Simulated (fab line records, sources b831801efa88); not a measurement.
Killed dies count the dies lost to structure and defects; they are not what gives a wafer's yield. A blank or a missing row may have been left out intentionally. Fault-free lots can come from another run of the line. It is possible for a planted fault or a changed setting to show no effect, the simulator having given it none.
fab line records	flow sky130	part 1 of 2: steps 1 to 24 of 33
record: lots: 5	wafers: 15	lastDay: 50
route steps=708 shown LI_CONTACT@374 LOCAL_INTERCONNECT@387 CONTACT@406
lots untouched by any fault: they come from a run of this same line in which no faults occurred
startH: the number of hours between the record's first day and the start of the first shown wafer of the lot	waitH: time in hours since the lot's previous step	" same as the row above	L1.1+2: a single row standing in for several wafers	- value missing, or start not given	* or withheld: withheld	< > ~ a bound
route shown NAME@n: a module of which the file shows steps, and the number in the route of the first	usual: mean/standard deviation of fault-free wafers	same: alike in all rows	chamber/n: place in a boat	sites: per-site readings	_std_site: how widely they spread, as a standard deviation	_edge_site: the outer-site mean with the inner-site mean subtracted	radiusMm: for every site, how far away it sits from the centre of the wafer	mask NAME#n: copy n	behind: tool/chamber where the wafer was last shaped	hold: reason for holding the lot/hours on hold/outcome of the hold	device: which transistor (n, p or np) failed to switch	end of line: tests run on the same wafers once the route is complete	a step given without rows: its recipe and nothing more	killed: dies lost to structure and defects at the first sort, not the wafer's yield	map: a wafer's dies, x killed, . not, _ none there
set.NAME: the setting the step ran with; set.NAME@STEP: the setting that earlier step ran with	model.NAME: the simulator's own value behind a step, which no gauge read
certain route steps with their lots: each step a table, each wafer a row
services: from which hour (startH, from the record's first day; less than 0 if before it) a tool's chamber was out of use, for how many hours, and why
== steps ==
step: SKY_LI_CONTACT_CD_MEAS_12
recipe: targetCdNm: 170
usual: cdNm: 169.7/1.7
lot.wafer	tool	chamber	startH	waitH	cdNm
L074.3	cdSem-01	-	681.17	-	165.9
L074.4	"	-	"	"	166.9
L074.6	"	-	"	"	167.1
L087.2	cdSem-01	-	790.05	-	172.1
L087.4	"	-	"	"	172.0
L087.5	"	-	"	"	171.2
L091.1	cdSem-02	-	819.65	-	170.3
L091.3	"	-	"	"	171.0
L091.5	"	-	"	"	171.5
L095.2	cdSem-02	-	850.85	-	171.0
L095.4	"	-	"	"	170.6
L095.6	"	-	"	"	171.5
L096.2	cdSem-01	-	854.35	-	170.1
L096.3	"	-	"	"	170.6
L096.4	"	-	"	"	170.6
step: SKY_LI_CONTACT_OVL_MEAS_13
usual: LI_CONTACT_OVL: -1/5.6
lot.wafer	tool	chamber	startH	waitH	LI_CONTACT_OVL[nm]
L074.3	overlay-02	-	681.26	0.1	9
L074.4	"	-	"	"	13
L074.6	"	-	"	"	6
L087.2	overlay-02	-	790.16	0.1	-6
L087.4	"	-	"	"	-6
L087.5	"	-	"	"	5
L091.1	overlay-02	-	819.77	0.1	-3
L091.3	"	-	"	"	2
L091.5	"	-	"	"	0
L095.2	overlay-01	-	850.95	0.1	-5
L095.4	"	-	"	"	-1
L095.6	"	-	"	"	-4
L096.2	overlay-01	-	854.46	0.1	-2
L096.3	"	-	"	"	-5
L096.4	"	-	"	"	3
step: SKY_LI_CONTACT_ETCH_14
recipe: chemistry: N2/H2	target: BARC	ionEnergyEv: 200	sourceW: 500	biasW: 100	pressureMtorr: 30	n2FlowSccm: 100	h2FlowSccm: 200	stopOn: SiO2	timeS: 45.9	targetDepthA: 600
usual: drypumpMotorCurrentA: 5.8/0.43	oesProductAu: 0.855/0.0045	throttleValvePct: 13.225/0.0093
lot.wafer	tool	chamber	startH	waitH	drypumpMotorCurrentA	oesProductAu	rfHoursCounterH	throttleValvePct
L074.3	rieDiel-02	2	681.28	0.0	5.3	0.858	2	13.225
L074.4	"	1	"	"	5.6	0.847	3	13.217
L074.6	"	2	"	"	5.3	0.855	-	13.223
L087.2	rieDiel-04	2	790.19	0.0	6.3	0.855	12	13.234
L087.4	"	3	"	"	5.9	0.850	4	13.218
L087.5	"	3	"	"	5.8	0.854	-	13.229
L091.1	rieDiel-02	1	819.81	0.0	5.5	0.851	7	13.229
L091.3	"	0	"	"	6.3	0.854	9	13.229
L091.5	"	2	"	"	5.3	0.855	-	13.222
L095.2	rieDiel-04	1	850.98	0.0	6.3	0.856	25	13.229
L095.4	"	3	"	"	5.8	0.848	6	13.218
L095.6	"	1	"	"	6.2	0.854	-	13.243
L096.2	rieDiel-01	3	854.49	0.0	5.1	0.853	4	13.212
L096.3	"	1	"	"	5.3	0.855	13	13.229
L096.4	"	2	"	"	6.4	0.854	7	13.232
step: SKY_LI_CONTACT_ETCH_15
recipe: target: PSG	chemistry: C4F8/O2/Ar	stopOn: Si	taperDeg: 4.15	maskMaterial: KrF-thick	sourceW: 1500	biasW: 1200	pressureMtorr: 40	c4f8FlowSccm: withheld	O2_flow_sccm: 6	Ar_flow_sccm: 300	timeS: withheld	targetDepthA: 6000
usual: oesProductAu: 0.836/0.0047
lot.wafer	tool	chamber	startH	waitH	oesProductAu
L074.3	rieDiel-02	2	681.33	0.0	0.836
L074.4	"	1	"	"	0.835
L074.6	"	2	"	"	0.842
L087.2	rieDiel-04	2	790.23	0.0	0.840
L087.4	"	3	"	"	0.839
L087.5	"	3	"	"	0.853
L091.1	rieDiel-02	1	819.85	0.0	0.843
L091.3	"	0	"	"	0.833
L091.5	"	2	"	"	0.836
L095.2	rieDiel-04	1	851.03	0.0	0.837
L095.4	"	3	"	"	0.822
L095.6	"	1	"	"	0.828
L096.2	rieDiel-01	3	854.53	0.0	0.840
L096.3	"	1	"	"	0.843
L096.4	"	2	"	"	0.830
step: SKY_LI_CONTACT_STRIP_16
recipe: chemistry: O2/N2	powerW: 1400	pressureMtorr: 1500	platenTempC: withheld	o2FlowSccm: 3000	n2FlowSccm: 300	overashFraction: 0.5
usual: drypumpMotorCurrentA: 5.7/0.45	oesProductAu: 0.376/0.0051	stripTimeToEndpointS: 3.51/0.042
same: overashFraction: 0.5
lot.wafer	tool	chamber	startH	waitH	drypumpMotorCurrentA	oesProductAu	rfHoursCounterH	stripTimeToEndpointS
L074.3	plasmaAsher-04	0	681.44	-	6.0	0.373	-	3.54
L074.4	"	1	"	"	5.7	0.375	-	3.50
L074.6	"	0	"	"	6.0	0.390	-	3.56
L087.2	plasmaAsher-01	0	790.31	-	6.3	0.377	4	3.54
L087.4	"	0	"	"	6.4	0.379	-	3.54
L087.5	"	1	"	"	5.4	0.373	-	3.55
L091.1	plasmaAsher-03	0	819.94	-	5.1	0.378	104	3.54
L091.3	"	0	"	"	5.0	0.363	-	3.46
L091.5	"	0	"	"	5.1	0.379	-	3.56
L095.2	plasmaAsher-04	0	851.11	-	6.0	0.370	67	3.49
L095.4	"	0	"	"	5.9	0.376	-	3.56
L095.6	"	1	"	"	5.7	0.376	-	3.51
L096.2	plasmaAsher-01	0	854.61	-	6.3	0.380	11	3.45
L096.3	"	1	"	"	5.4	0.373	-	3.50
L096.4	"	0	"	"	6.3	0.375	-	3.51
step: SKY_LI_CONTACT_CLEAN_17
recipe: chemistry: NMP	timeS: 600	tempC: 60	dry: n2Spin
lot.wafer	tool	chamber	startH	waitH
L074.3+4+6	wetBench-03	3	681.51	0.0
L087.2+4+5	wetBench-01	0	790.41	0.1
L091.1+3+5	wetBench-01	3	820.04	0.1
L095.2+4+6	wetBench-02	3	851.21	0.1
L096.2+3+4	wetBench-01	0	854.71	0.1
step: SKY_LI_CONTACT_PRE_CLEAN_18
recipe: gas: Ar	timeS: 5.6	biasV: 358
lot.wafer	tool	chamber	startH	waitH
L074.3+4+6	pvdSputter-02	-	681.69	0.0
L087.2+4+5	pvdSputter-04	-	790.59	0.0
L091.1+3+5	pvdSputter-02	-	820.21	0.0
L095.2+4+6	pvdSputter-02	-	851.39	0.0
L096.2+3+4	pvdSputter-02	-	854.92	0.0
step: SKY_LI_CONTACT_SPUTTER_19
recipe: material: Ti	targetThkNm: 20	chamberPressurePa: 5	powerW: 2500	substrateTempC: 200	timeS: 106.37
usual: substrateTempC: 199.98/0.15	throttleValvePct: 29.6/0.84
lot.wafer	tool	chamber	startH	waitH	substrateTempC	throttleValvePct
L074.3	pvdSputter-02	-	681.71	0.0	199.88	30.6
L074.4	"	-	"	"	200.05	31.2
L074.6	"	-	"	"	200.07	30.4
L087.2	pvdSputter-04	-	790.61	0.0	199.82	29.4
L087.4	"	-	"	"	200.17	29.1
L087.5	"	-	"	"	199.82	29.0
L091.1	pvdSputter-02	-	820.23	0.0	199.92	30.3
L091.3	"	-	"	"	200.00	31.0
L091.5	"	-	"	"	200.07	31.2
L095.2	pvdSputter-02	-	851.41	0.0	200.19	30.2
L095.4	"	-	"	"	199.90	30.0
L095.6	"	-	"	"	199.95	30.3
L096.2	pvdSputter-02	-	854.94	0.0	200.00	30.6
L096.3	"	-	"	"	200.11	30.9
L096.4	"	-	"	"	199.79	30.4
step: SKY_LI_CONTACT_SPUTTER_20
recipe: material: TiN	targetThkNm: 20	chamberPressurePa: 5	powerW: 4089	timeS: 80
usual: throttleValvePct: 29.6/0.83
lot.wafer	tool	chamber	startH	waitH	throttleValvePct
L074.3	pvdSputter-02	-	681.78	0.0	30.4
L074.4	"	-	"	"	30.9
L074.6	"	-	"	"	30.2
L087.2	pvdSputter-04	-	790.68	0.0	29.3
L087.4	"	-	"	"	29.3
L087.5	"	-	"	"	29.1
L091.1	pvdSputter-02	-	820.31	0.0	30.3
L091.3	"	-	"	"	30.8
L091.5	"	-	"	"	30.9
L095.2	pvdSputter-02	-	851.48	0.0	30.3
L095.4	"	-	"	"	30.2
L095.6	"	-	"	"	30.3
L096.2	pvdSputter-02	-	855.02	0.0	30.3
L096.3	"	-	"	"	31.2
L096.4	"	-	"	"	30.3
step: SKY_LI_CONTACT_CVD_21
recipe: material: W	targetThkNm: 400	timeS: 120.56	tempC: 400	pressureTorr: 40
usual: heaterPowerW: 964/60
lot.wafer	tool	chamber	startH	waitH	heaterPowerW
L074.3	cvdW-02	0	681.88	0.1	1032
L074.4	"	1	"	"	957
L074.6	"	1	"	"	943
L087.2	cvdW-02	1	790.75	0.0	971
L087.4	"	0	"	"	1088
L087.5	"	1	"	"	951
L091.1	cvdW-02	0	820.37	0.0	1073
L091.3	"	0	"	"	1071
L091.5	"	0	"	"	1070
L095.2	cvdW-01	0	851.54	0.0	901
L095.4	"	0	"	"	923
L095.6	"	0	"	"	901
L096.2	cvdW-01	1	855.08	0.0	933
L096.3	"	0	"	"	910
L096.4	"	1	"	"	946
step: SKY_LI_CONTACT_RS_MEAS_22
recipe: thkMeasGauge: four-point-probe	reads: W_of_LI_CONTACT_CVD_21+TiN_of_LI_CONTACT_SPUTTER_20+Ti_of_LI_CONTACT_SPUTTER_19
usual: LI_CONTACT_W_RS: 0.285/0.0043
lot.wafer	tool	chamber	startH	waitH	LI_CONTACT_W_RS[ohm/sq]
L074.3	filmMetro-04	-	682.01	0.1	0.282
L074.4	"	-	"	"	0.288
L074.6	"	-	"	"	0.287
L087.2	filmMetro-01	-	790.89	0.1	0.284
L087.4	"	-	"	"	0.279
L087.5	"	-	"	"	0.286
L091.1	filmMetro-01	-	820.49	0.1	0.276
L091.3	"	-	"	"	0.277
L091.5	"	-	"	"	0.276
L095.2	filmMetro-01	-	851.69	0.1	0.290
L095.4	"	-	"	"	0.288
L095.6	"	-	"	"	0.288
L096.2	filmMetro-01	-	855.22	0.1	0.284
L096.3	"	-	"	"	0.291
L096.4	"	-	"	"	0.282
step: SKY_LI_CONTACT_THK_MEAS_23
recipe: thkMeasGauge: xrf	reads: W_of_LI_CONTACT_CVD_21
usual: LI_CONTACT_W_THK: 393/6.8
lot.wafer	tool	chamber	startH	waitH	LI_CONTACT_W_THK[nm]
L074.3	filmMetro-04	-	682.11	0.1	398
L074.4	"	-	"	"	390
L074.6	"	-	"	"	390
L087.2	filmMetro-01	-	791.00	0.1	389
L087.4	"	-	"	"	395
L087.5	"	-	"	"	385
L091.1	filmMetro-01	-	820.61	0.1	404
L091.3	"	-	"	"	406
L091.5	"	-	"	"	408
L095.2	filmMetro-01	-	851.80	0.1	383
L095.4	"	-	"	"	384
L095.6	"	-	"	"	386
L096.2	filmMetro-01	-	855.33	0.1	390
L096.3	"	-	"	"	383
L096.4	"	-	"	"	392
step: SKY_LI_CONTACT_CMP_24
recipe: stopOn: PSG	tOverpolishS: 20	downForcePsi: 3.5	platenRpm: 60	targetThkNm: 0	padVelocityMS: 0.94248
usual: motorCurrentA: 11.3/1.7	overpolishRunS: 20.001/0.0088	timeToEndpointS: 95/6.1
lot.wafer	tool	chamber	startH	waitH	motorCurrentA	overpolishRunS	timeToEndpointS
L074.3	cmp-02	3	682.15	0.0	12.7	19.980	98
L074.4	"	2	"	"	14.3	20.005	89
L074.6	"	0	"	"	10.6	20.004	88
L087.4	cmp-01	3	791.05	0.0	8.9	20.002	108
L087.2	"	2	"	"	11.1	20.005	105
L087.5	"	0	"	"	12.4	20.002	101
L091.1	cmp-02	2	820.72	0.1	14.1	19.994	89
L091.3	"	0	"	"	11.1	19.997	86
L091.5	"	1	"	"	9.8	19.999	101
L095.2	cmp-01	2	851.95	0.1	11.6	19.988	100
L095.4	"	3	"	"	9.4	20.009	98
L095.6	"	1	"	"	10.3	19.998	93
L096.4	cmp-01	1	855.38	0.0	10.6	19.997	94
L096.3	"	2	"	"	11.3	20.010	101
L096.2	"	3	"	"	9.0	20.014	99
step: SKY_LOCAL_INTERCONNECT_SPUTTER_00
recipe: material: TiN	targetThkNm: 100	tempC: 300	powerW: 6500	timeS: 83.3	chamberPressurePa: 0.4
usual: substrateTempC: 300.04/0.19	throttleValvePct: 29.8/0.66
lot.wafer	tool	chamber	startH	waitH	substrateTempC	throttleValvePct
L074.3	pvdSputter-04	-	682.45	0.2	299.95	29.5
L074.4	"	-	"	"	300.29	29.5
L074.6	"	-	"	"	300.26	29.4
L087.2	pvdSputter-02	-	791.35	0.1	300.45	30.3
L087.4	"	-	"	"	299.94	30.5
L087.5	"	-	"	"	300.07	31.0
L091.1	pvdSputter-03	-	820.97	0.2	299.96	29.7
L091.3	"	-	"	"	299.59	29.1
L091.5	"	-	"	"	299.61	29.0
L095.2	pvdSputter-04	-	852.15	0.1	300.23	29.6
L095.4	"	-	"	"	299.82	29.0
L095.6	"	-	"	"	300.23	29.7
L096.2	pvdSputter-04	-	855.68	0.1	299.80	29.7
L096.3	"	-	"	"	299.88	28.8
L096.4	"	-	"	"	300.27	29.6
step: SKY_LOCAL_INTERCONNECT_RS_MEAS_01
recipe: thkMeasGauge: four-point-probe	reads: TiN_of_LOCAL_INTERCONNECT_SPUTTER_00
usual: LOCAL_INTERCONNECT_TIN_RS: 14.18/0.21
lot.wafer	tool	chamber	startH	waitH	LOCAL_INTERCONNECT_TIN_RS[ohm/sq]
L074.3	filmMetro-03	-	682.55	0.1	13.90
L074.4	"	-	"	"	14.28
L074.6	"	-	"	"	14.10
L087.2	filmMetro-04	-	791.43	0.1	14.23
L087.4	"	-	"	"	14.47
L087.5	"	-	"	"	14.43
L091.1	filmMetro-02	-	821.04	0.0	14.39
L091.3	"	-	"	"	13.86
L091.5	"	-	"	"	13.79
L095.2	filmMetro-03	-	852.23	0.1	14.23
L095.4	"	-	"	"	14.51
L095.6	"	-	"	"	14.28
L096.2	filmMetro-02	-	855.77	0.1	14.02
L096.3	"	-	"	"	14.41
L096.4	"	-	"	"	14.08
step: SKY_LOCAL_INTERCONNECT_THK_MEAS_02
recipe: thkMeasGauge: xrf	reads: TiN_of_LOCAL_INTERCONNECT_SPUTTER_00
usual: LOCAL_INTERCONNECT_TIN_THK: 99.1/1.5
lot.wafer	tool	chamber	startH	waitH	LOCAL_INTERCONNECT_TIN_THK[nm]
L074.3	filmMetro-03	-	682.65	0.1	101.8
L074.4	"	-	"	"	99.3
L074.6	"	-	"	"	100.2
L087.2	filmMetro-04	-	791.54	0.1	98.7
L087.4	"	-	"	"	96.3
L087.5	"	-	"	"	97.1
L091.1	filmMetro-02	-	821.16	0.1	97.5
L091.3	"	-	"	"	101.1
L091.5	"	-	"	"	102.0
L095.2	filmMetro-03	-	852.34	0.1	99.9
L095.4	"	-	"	"	97.9
L095.6	"	-	"	"	99.4
L096.2	filmMetro-02	-	855.88	0.1	99.5
L096.3	"	-	"	"	97.1
L096.4	"	-	"	"	99.4
step: SKY_LOCAL_INTERCONNECT_DEHYDRATE_03
recipe: tempC: 200	timeS: 60
usual: resistLineTempC: 23.02/0.12
lot.wafer	tool	chamber	startH	waitH	resistLineTempC
L074.3	lithoTrack-03	0	696.40	13.7	23.02
L074.4	"	0	"	"	23.02
L074.6	"	0	"	"	22.95
L087.2	lithoTrack-03	0	804.63	13.1	22.88
L087.4	"	0	"	"	23.02
L087.5	"	0	"	"	22.92
L091.1	lithoTrack-01	0	834.05	12.9	22.97
L091.3	"	0	"	"	22.90
L091.5	"	0	"	"	22.88
L095.2	lithoTrack-01	0	865.07	12.7	23.06
L095.4	"	0	"	"	22.92
L095.6	"	0	"	"	22.91
L096.2	lithoTrack-02	0	868.56	12.7	23.08
L096.3	"	0	"	"	23.20
L096.4	"	0	"	"	23.15
step: SKY_LOCAL_INTERCONNECT_HMDS_04
recipe: primeTimeS: 60	primeTempC: 120
usual: resistLineTempC: 23.01/0.098
same: primeTimeS: 60
lot.wafer	tool	chamber	startH	waitH	resistLineTempC
L074.3	lithoTrack-03	0	696.55	0.1	22.94
L074.4	"	0	"	"	22.79
L074.6	"	0	"	"	23.08
L087.2	lithoTrack-03	0	804.78	0.1	23.09
L087.4	"	0	"	"	23.07
L087.5	"	0	"	"	22.89
L091.1	lithoTrack-01	0	834.20	0.1	23.10
L091.3	"	0	"	"	23.07
L091.5	"	0	"	"	23.07
L095.2	lithoTrack-01	0	865.22	0.1	22.93
L095.4	"	0	"	"	22.86
L095.6	"	0	"	"	22.99
L096.2	lithoTrack-02	0	868.71	0.1	23.17
L096.3	"	0	"	"	23.00
L096.4	"	0	"	"	23.06
step: SKY_LOCAL_INTERCONNECT_COAT_05
recipe: resist: BARC	tempC: withheld	timeS: withheld	spinRpm: 3000	resistThkNm: 60
usual: resistLineTempC: *
lot.wafer	tool	chamber	startH	waitH	resistLineTempC
L074.3	lithoTrack-03	0	696.70	0.1	*
L074.4	"	0	"	"	*
L074.6	"	0	"	"	*
L087.2	lithoTrack-03	0	804.93	0.1	*
L087.4	"	0	"	"	*
L087.5	"	0	"	"	*
L091.1	lithoTrack-01	0	834.35	0.1	*
L091.3	"	0	"	"	*
L091.5	"	0	"	"	*
L095.2	lithoTrack-01	0	865.37	0.1	*
L095.4	"	0	"	"	*
L095.6	"	0	"	"	*
L096.2	lithoTrack-02	0	868.86	0.1	*
L096.3	"	0	"	"	*
L096.4	"	0	"	"	*
step: SKY_LOCAL_INTERCONNECT_COAT_06
recipe: resist: KrF-thick	spinRpm: 3000	resistThkNm: 450
usual: resistLineTempC: 22.99/0.12
lot.wafer	tool	chamber	startH	waitH	resistLineTempC
L074.3	lithoTrack-03	0	-	-	23.03
L074.4	"	0	"	"	22.86
L074.6	"	0	"	"	22.98
L087.2	lithoTrack-03	0	-	-	23.05
L087.4	"	0	"	"	23.05
L087.5	"	0	"	"	22.99
L091.1	lithoTrack-01	0	-	-	23.17
L091.3	"	0	"	"	23.11
L091.5	"	0	"	"	23.17
L095.2	lithoTrack-01	0	-	-	22.76
L095.4	"	0	"	"	22.85
L095.6	"	0	"	"	22.71
L096.2	lithoTrack-02	0	-	-	22.80
L096.3	"	0	"	"	22.93
L096.4	"	0	"	"	22.90
step: SKY_LOCAL_INTERCONNECT_SOFTBAKE_07
recipe: tempC: 100	timeS: 90	resist: KrF-thick
usual: resistLineTempC: 22.99/0.094
lot.wafer	tool	chamber	startH	waitH	resistLineTempC
L074.3	lithoTrack-03	0	-	-	22.98
L074.4	"	0	"	"	23.01
L074.6	"	0	"	"	23.02
L087.2	lithoTrack-03	0	-	-	23.02
L087.4	"	0	"	"	22.82
L087.5	"	0	"	"	22.88
L091.1	lithoTrack-01	0	-	-	22.94
L091.3	"	0	"	"	22.99
L091.5	"	0	"	"	22.99
L095.2	lithoTrack-01	0	-	-	23.14
L095.4	"	0	"	"	22.83
L095.6	"	0	"	"	22.96
L096.2	lithoTrack-02	0	-	-	22.87
L096.3	"	0	"	"	23.11
L096.4	"	0	"	"	22.96
step: SKY_LOCAL_INTERCONNECT_EXPOSE_08
recipe: maskId: LI1M	na: 0.8	sourceShape: annular	sigmaInner: 0.55	sigmaOuter: 0.85	targetCdNm: 170	doseMj: 28
usual: focusOffsetNm: 0.1/0.48
lot.wafer	tool	chamber	startH	waitH	mask	focusOffsetNm
L074.3	krfScanner-02	0	-	-	LI1M#0	0.3
L074.4	"	0	"	"	LI1M#0	-0.3
L074.6	"	0	"	"	LI1M#0	0.2
L087.2	krfScanner-02	0	-	-	LI1M#0	0.2
L087.4	"	0	"	"	LI1M#0	0.6
L087.5	"	0	"	"	LI1M#0	0.5
L091.1	krfScanner-01	0	-	-	LI1M#0	0.0
L091.3	"	0	"	"	LI1M#0	0.1
L091.5	"	0	"	"	LI1M#0	0.0
L095.2	krfScanner-02	0	-	-	LI1M#0	0.0
L095.4	"	0	"	"	LI1M#0	0.1
L095.6	"	0	"	"	LI1M#0	0.3
L096.2	krfScanner-02	0	-	-	LI1M#0	-0.8
L096.3	"	0	"	"	LI1M#0	-0.7
L096.4	"	0	"	"	LI1M#0	-1.1
step: SKY_LOCAL_INTERCONNECT_PEB_09
recipe: pebTempC: withheld	pebTimeS: withheld	resist: KrF-thick
usual: resistLineTempC: *
lot.wafer	tool	chamber	startH	waitH	resistLineTempC
L074.3	lithoTrack-03	0	-	-	*
L074.4	"	0	"	"	*
L074.6	"	0	"	"	*
L087.2	lithoTrack-03	0	-	-	*
L087.4	"	0	"	"	*
L087.5	"	0	"	"	*
L091.1	lithoTrack-03	0	-	-	*
L091.3	"	0	"	"	*
L091.5	"	0	"	"	*
L095.2	lithoTrack-02	0	-	-	*
L095.4	"	0	"	"	*
L095.6	"	0	"	"	*
L096.2	lithoTrack-03	0	-	-	*
L096.3	"	0	"	"	*
L096.4	"	0	"	"	*
step: SKY_LOCAL_INTERCONNECT_DEVELOP_10
recipe: developTimeS: 60	resist: KrF-thick	devTempC: 21
usual: developerTempC: 21.02/0.11	resistLineTempC: 22.99/0.096
lot.wafer	tool	chamber	startH	waitH	developerTempC	resistLineTempC
L074.3	lithoTrack-03	0	-	-	21.05	22.85
L074.4	"	0	"	"	20.95	22.95
L074.6	"	0	"	"	20.95	22.97
L087.2	lithoTrack-03	0	-	-	21.20	23.06
L087.4	"	0	"	"	20.97	22.86
L087.5	"	0	"	"	21.17	23.03
L091.1	lithoTrack-03	0	-	-	20.97	23.15
L091.3	"	0	"	"	20.99	23.17
L091.5	"	0	"	"	21.00	23.01
L095.2	lithoTrack-02	0	-	-	21.02	22.96
L095.4	"	0	"	"	21.15	22.92
L095.6	"	0	"	"	21.07	23.05
L096.2	lithoTrack-03	0	-	-	21.05	22.94
L096.3	"	0	"	"	20.96	23.00
L096.4	"	0	"	"	21.06	23.00
